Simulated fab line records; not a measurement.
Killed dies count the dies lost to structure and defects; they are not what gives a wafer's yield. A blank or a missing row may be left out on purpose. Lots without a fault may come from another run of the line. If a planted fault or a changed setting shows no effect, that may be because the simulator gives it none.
Chamber matching :: flow sky130 :: rie diel-01 running SKY_POLY_GATE_ETCH_15: 4 sister chambers
The step etches BARC in N2/H2, stops on SiO2, time 118.5 s, target depth 110 nm. 8 wafers are shown with their chamber, then 12 later ones without.

== EACH WAFER AND ITS CHAMBER ==
wafer: L084.6
chamber: 2
drypump motor current A (A): 5.9
oes product au (a.u.): 0.723

wafer: L085.1
chamber: 0
drypump motor current A (A): 5.6
oes product au (a.u.): 0.712

wafer: L085.5
chamber: 0
drypump motor current A (A): 5.6
oes product au (a.u.): 0.721

wafer: L087.1
chamber: 3
drypump motor current A (A): 5.3
oes product au (a.u.): 0.718

wafer: L087.6
chamber: 3
drypump motor current A (A): 5.4
oes product au (a.u.): 0.709

wafer: L090.1
chamber: 2
drypump motor current A (A): 5.8
oes product au (a.u.): 0.728

wafer: L090.2
chamber: 1
drypump motor current A (A): 4.6
oes product au (a.u.): 0.717

wafer: L090.6
chamber: 1
drypump motor current A (A): 4.6
oes product au (a.u.): 0.717

== WAFERS WITHOUT THEIR CHAMBER ==
wafer: L089.2
drypump motor current A (A): 4.7
oes product au (a.u.): 0.718

wafer: L089.3
drypump motor current A (A): 5.4
oes product au (a.u.): 0.708

wafer: L089.5
drypump motor current A (A): 5.8
oes product au (a.u.): 0.714

wafer: L092.3
drypump motor current A (A): 5.6
oes product au (a.u.): 0.727

wafer: L092.4
drypump motor current A (A): 5.4
oes product au (a.u.): 0.714

wafer: L092.6
drypump motor current A (A): 5.4
oes product au (a.u.): 0.718

wafer: L094.1
drypump motor current A (A): 5.6
oes product au (a.u.): 0.719

wafer: L094.2
drypump motor current A (A): 5.8
oes product au (a.u.): 0.713

wafer: L094.6
drypump motor current A (A): 5.9
oes product au (a.u.): 0.710

wafer: L095.1
drypump motor current A (A): 4.7
oes product au (a.u.): 0.714

wafer: L095.4
drypump motor current A (A): 5.6
oes product au (a.u.): 0.720

wafer: L095.5
drypump motor current A (A): 5.4
oes product au (a.u.): 0.720

== EACH ONE'S CHAMBER ==
wafer: L089.2
from the rows above: 1
in truth: 1

wafer: L089.3
from the rows above: 3
in truth: 3

wafer: L089.5
from the rows above: can't be placed: 2 or 0
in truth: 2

wafer: L092.3
from the rows above: 0
in truth: 0

wafer: L092.4
from the rows above: 3
in truth: 3

wafer: L092.6
from the rows above: 3
in truth: 3

wafer: L094.1
from the rows above: 0
in truth: 0

wafer: L094.2
from the rows above: can't be placed: 2 or 0
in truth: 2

wafer: L094.6
from the rows above: 2
in truth: 2

wafer: L095.1
from the rows above: 1
in truth: 1

wafer: L095.4
from the rows above: 0
in truth: 0

wafer: L095.5
from the rows above: 3
in truth: 3
Placed correctly: 10 of 12. Cannot be placed on the basis of these rows: 2; the candidates contain the true chamber in 2. 0 placed wrongly.
How it was worked out, from the rows above alone: a wafer's distance from a chamber is the root of the sum, over the readings, of the square of ((its reading less the chamber's mean) divided by the reading's scatter). The wafer belongs to the nearest chamber; if the next one is less than 2 further off, it can't be placed. A chamber's mean is the mean of its shown wafers. The scatter: take each reading less its chamber's mean, square it, sum over the shown wafers, divide by the number of wafers less the number of chambers, and take the root.
